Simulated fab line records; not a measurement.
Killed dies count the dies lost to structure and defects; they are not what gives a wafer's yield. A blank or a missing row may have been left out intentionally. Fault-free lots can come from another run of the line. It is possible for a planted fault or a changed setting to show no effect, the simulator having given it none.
8D (eight disciplines) problem report, filled in by code || flow gf180mcu || the parts of the form that need people (team, actions taken, sign-off) are left out

## 1. PROBLEM STATEMENT
Wafers without a fault read 219.9 nm, standard deviation 1.2; cd-nm at GF_CONTACT_CD_MEAS_14 reads a mean of 195.9 nm on 2 wafers belonging to 2 lots. That is -20 standard deviations from the usual mean.
The step: target cd 220 nm.
Seen first at day 21 01:22 on cd-sem-02, wafer L310.1. At this step, 42 wafers from 14 lots have a number in the record. By rule, "out" or "out of limits" means more than 4 standard deviations away from the usual mean. The rest of the wafers with a number are treated as sound.

## 2. WHAT IT IS; WHAT IT IS NOT
{"question": "which readings at this step", "is": "cd-nm", "is not": "-"}
{"question": "which lots", "is": "L310, L313", "is not": "L297, L299, L300, L303, L304, L305, L306, L308, L309, L316, L319, L320"}
{"question": "which wafers of those lots", "is": "L310.1, L313.1", "is not": "L310.3, L310.6, L313.2, L313.3"}
{"question": "read on which gauges", "is": "cd-sem-02", "is not": "cd-sem-01"}
{"question": "when", "is": "from day 21 01:22", "is not": "up to then (29 sound wafers); but 11 sound wafers of L313, L316, L319, L320 came after"}

## 3. SUSPECTS, AND WHAT RULES EACH OUT
Counting: a tool at a process step up to the reading stays a suspect if it ran every lot that is out. Sound lots after the first of them don't rule it out here, since some wafers of a struck lot are sound.
- the gauge at GF_CONTACT_CD_MEAS_14: kept. All the wafers that are out were read on cd-sem-02, and no step on other tools shows them out.
- krf-scanner-02 at GF_CONTACT_EXPOSE_11 (exposes mask Contact, target cd 220 nm): kept. Ran every lot that is out, first one L310 (day 20 13:21); last sound lot up to then L309 (day 20 10:40).
The count leaves cd-sem-02 at GF_CONTACT_CD_MEAS_14 and krf-scanner-02 at GF_CONTACT_EXPOSE_11.

## 4. THE CAUSE (what the simulator had put in)
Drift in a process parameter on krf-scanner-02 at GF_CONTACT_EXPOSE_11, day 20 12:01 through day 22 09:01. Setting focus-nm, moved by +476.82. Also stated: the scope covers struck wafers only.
Counting left 2 suspects, and this tool is among them.

## 5. SEQUENCE OF EFFECTS, ordered by route
Each row: a reading whose mean over the struck wafers that have a number lies more than 3 standard deviations from the usual. Readings are gone through only where the record gives a usual standard deviation; hours: the median, over the lots, of the time from a lot's start at the first step in this table giving one to that lot's start at this step; sigmas: the change measured in usual standard deviations.
{"hours": 0, "step": "GF_CONTACT_CD_MEAS_14", "reading": "cd-nm", "usual": "219.9 nm", "on struck wafers": 195.9, "change": -24.0, "sigmas": -20}

## 6. HOW IT WOULD HAVE BEEN CAUGHT EARLIER
The first out-of-limits reading at a measuring or inspecting step in this record came at day 21 01:22, 13 hours after the fault's start at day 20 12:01.
L313, from the lots that are out (2), started GF_CONTACT_EXPOSE_11 on krf-scanner-02 later than day 21 01:22. A tool hold placed at that time would have kept it from harm.
